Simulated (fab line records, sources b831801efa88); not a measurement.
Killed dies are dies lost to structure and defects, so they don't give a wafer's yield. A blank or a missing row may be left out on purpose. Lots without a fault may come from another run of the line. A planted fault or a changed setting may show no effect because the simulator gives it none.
Which tool did it? | flow sfq_line | 7 lots, 19 wafers sampled, at 2 steps of a route of 325

WHAT THE GAUGES READ, wafer by wafer
SFQ_M3_RS_MEAS_919: measures by four-point-probe.
lot  | measured     | on            | M3_NB_RS (ohm/sq)
L225 | day 30 13:11 | film_metro-01 | 0.884 0.883 0.889
L231 | day 32 18:43 | film_metro-03 | 0.883 0.890 0.903
L234 | day 33 21:58 | film_metro-03 | 0.886 0.526 0.886 0.526
L236 | day 34 16:10 | film_metro-04 | 0.892 0.526 0.893 0.526
L242 | day 37 23:10 | film_metro-01 | 0.908 0.907 0.907
L244 | day 38 13:41 | film_metro-01 | 0.900 0.907 0.914
L246 | day 39 15:03 | film_metro-01 | 0.901 0.893 0.898

WHICH TOOL RAN EACH LOT (tool, then ch and the chambers of the sampled wafers, then the start)
lot  | SFQ_TRILAYER_M3_DEP_SPUTTER_073
L225 | pvd_sputter-04, day 30 13:05
L231 | pvd_sputter-06, day 32 18:36
L234 | pvd_sputter-04, day 33 21:53
L236 | pvd_sputter-04, day 34 16:05
L242 | pvd_sputter-04, day 37 23:04
L244 | pvd_sputter-04, day 38 13:36
L246 | pvd_sputter-04, day 39 14:55
- SFQ_TRILAYER_M3_DEP_SPUTTER_073: material Nb, target thk 200 nm, time 133.3 s.

THE ANSWER, worked out from the rows above alone
Rule: what is usual is taken from the lots themselves. Put in order of their means at a reading, lots are off if they are a third of the lots or fewer, leave a main group of 4 or more, and stand apart from it by a gap of 3 or more times the standard deviation of the main group's means; of several such gaps the widest counts. A main group whose means are all the same, to the digits that the tables above print for the reading, isn't used. A lot without any number at a reading at which 4 lots or more have one is off too. The other lots that the step has rows for count as sound.
Off: L234, L236, at SFQ_M3_RS_MEAS_919 (M3_NB_RS). The main group: mean 0.898 ohm/sq, standard deviation 0.0085.
A tool fits if, at a process step before that reading, it ran every lot that is off, and no sound lot after the first of them. The gauges at SFQ_M3_RS_MEAS_919 are tried like those tools. None of those tried fits.

WHAT THE SIMULATOR HAD PUT IN
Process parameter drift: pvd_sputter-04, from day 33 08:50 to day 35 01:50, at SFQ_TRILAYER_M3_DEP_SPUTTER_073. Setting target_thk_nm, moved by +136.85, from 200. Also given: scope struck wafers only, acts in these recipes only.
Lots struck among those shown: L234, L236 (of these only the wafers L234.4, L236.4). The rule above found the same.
